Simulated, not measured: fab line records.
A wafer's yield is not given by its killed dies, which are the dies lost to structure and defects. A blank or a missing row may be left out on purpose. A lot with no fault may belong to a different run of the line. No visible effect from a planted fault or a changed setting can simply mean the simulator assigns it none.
Problem report in the 8D (eight disciplines) form, filled by code / flow sky130 / the parts of the form that need people (team, actions taken, sign-off) are left out

== 1. THE ISSUE ==
Mean of killed_at_M4_up at SKY_PAD_OPEN_PROBE_99: 64.7 across 6 wafers in 2 lots; on wafers with no fault it is 3.1 (standard deviation 1.8). Measured from the usual mean, that is +34 standard deviations.
Earliest sighting: wafer L601.2 on prober-01 at day 48 13:10. At this step, 6 wafers from 2 lots have a number in the record. Rule for "out" (also "out of limits"): further than 4 standard deviations from the usual mean. All remaining wafers that have a number are taken as sound.

== 2. WHAT IT IS; WHAT IT IS NOT ==
question=which readings at this step; is=killed_at_M4_up, defect_limited_yield, killed_dies, sort_bin_3_pad_short, sort_n_pass, sort_yield_pct; is not=killed_at_M0_to_M3, killed_at_contacts, killed_at_front_end, killed_at_other, killed_open, killed_short, sort_bin_8_speed
question=which lots; is=L601, L603; is not=-
question=which wafers of those lots; is=all that have a number; is not=-
question=read on which tools; is=prober-01; is not=-
question=when; is=from day 48 13:10; is not=up to then (0 sound wafers)

== 3. THE SUSPECTS, EACH WITH WHAT RULES IT OUT ==
Counting: any tool at a process step up to the reading is kept as a suspect provided that every lot that is out went through it and no sound lot did after the first of them.
- wet_bench-02 at SKY_METAL4_CLEAN_21 (cleans in IPA, time 180 s): kept. It ran every lot that is out, first L601 (day 44 21:28), and no sound lot after that.
- prober-01 at SKY_PAD_OPEN_PROBE_99: kept. It ran every lot that is out, first L601 (day 48 13:10), and no sound lot after that. Its own readings are out on those wafers: defect_limited_yield, killed_at_M4_up, killed_dies, sort_bin_3_pad_short, sort_n_pass, sort_yield_pct.
Left after counting: wet_bench-02 at SKY_METAL4_CLEAN_21, prober-01 at SKY_PAD_OPEN_PROBE_99.

== 4. THE CAUSE (what the simulator had put in) ==
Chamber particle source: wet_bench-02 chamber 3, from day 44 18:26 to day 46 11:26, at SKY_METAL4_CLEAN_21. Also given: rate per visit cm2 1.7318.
Of the 2 suspects that counting leaves, this tool is one.

== 5. THE CHAIN OF EFFECTS, in route order ==
Rows list readings where the struck wafers' mean (over those with a number) sits beyond 3 standard deviations from the usual. Only readings whose record carries a usual standard deviation are examined. hours: median over the lots of the time between each lot's start at the first step of this table that gives one and its start at this step. sigmas: the change, counted in usual standard deviations.
hours=0; step=SKY_PAD_OPEN_PROBE_99; reading=defect_limited_yield; usual=82.2 %; on struck wafers=71.4; change=-10.8; sigmas=-5.7
hours=0; step=SKY_PAD_OPEN_PROBE_99; reading=killed_at_M4_up; usual=3.1; on struck wafers=64.7; change=+61.6; sigmas=+34
hours=0; step=SKY_PAD_OPEN_PROBE_99; reading=killed_dies; usual=88; on struck wafers=141; change=+53; sigmas=+5.6
hours=0; step=SKY_PAD_OPEN_PROBE_99; reading=sort_bin_3_pad_short; usual=0.9 %; on struck wafers=5.1; change=+4.2; sigmas=+11
hours=0; step=SKY_PAD_OPEN_PROBE_99; reading=sort_bin_5_function; usual=10.5 %; on struck wafers=17.4; change=+6.9; sigmas=+4.6
hours=0; step=SKY_PAD_OPEN_PROBE_99; reading=sort_n_pass; usual=402; on struck wafers=350; change=-52; sigmas=-5.2
hours=0; step=SKY_PAD_OPEN_PROBE_99; reading=sort_yield_pct; usual=81.6 %; on struck wafers=71.2; change=-10.4; sigmas=-5.2
It contains these process steps:
- SKY_PAD_OPEN_PROBE_99

== 6. HOW IT WOULD HAVE BEEN CAUGHT EARLIER ==
91 hours passed between the start of the fault at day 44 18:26 and the first reading out of limits in this record, taken at day 48 13:10.
By day 48 13:10 the whole set of lots that are out, 2 in number, had already begun SKY_METAL4_CLEAN_21 on wet_bench-02. None of them would have been spared by holding the tool at that moment.
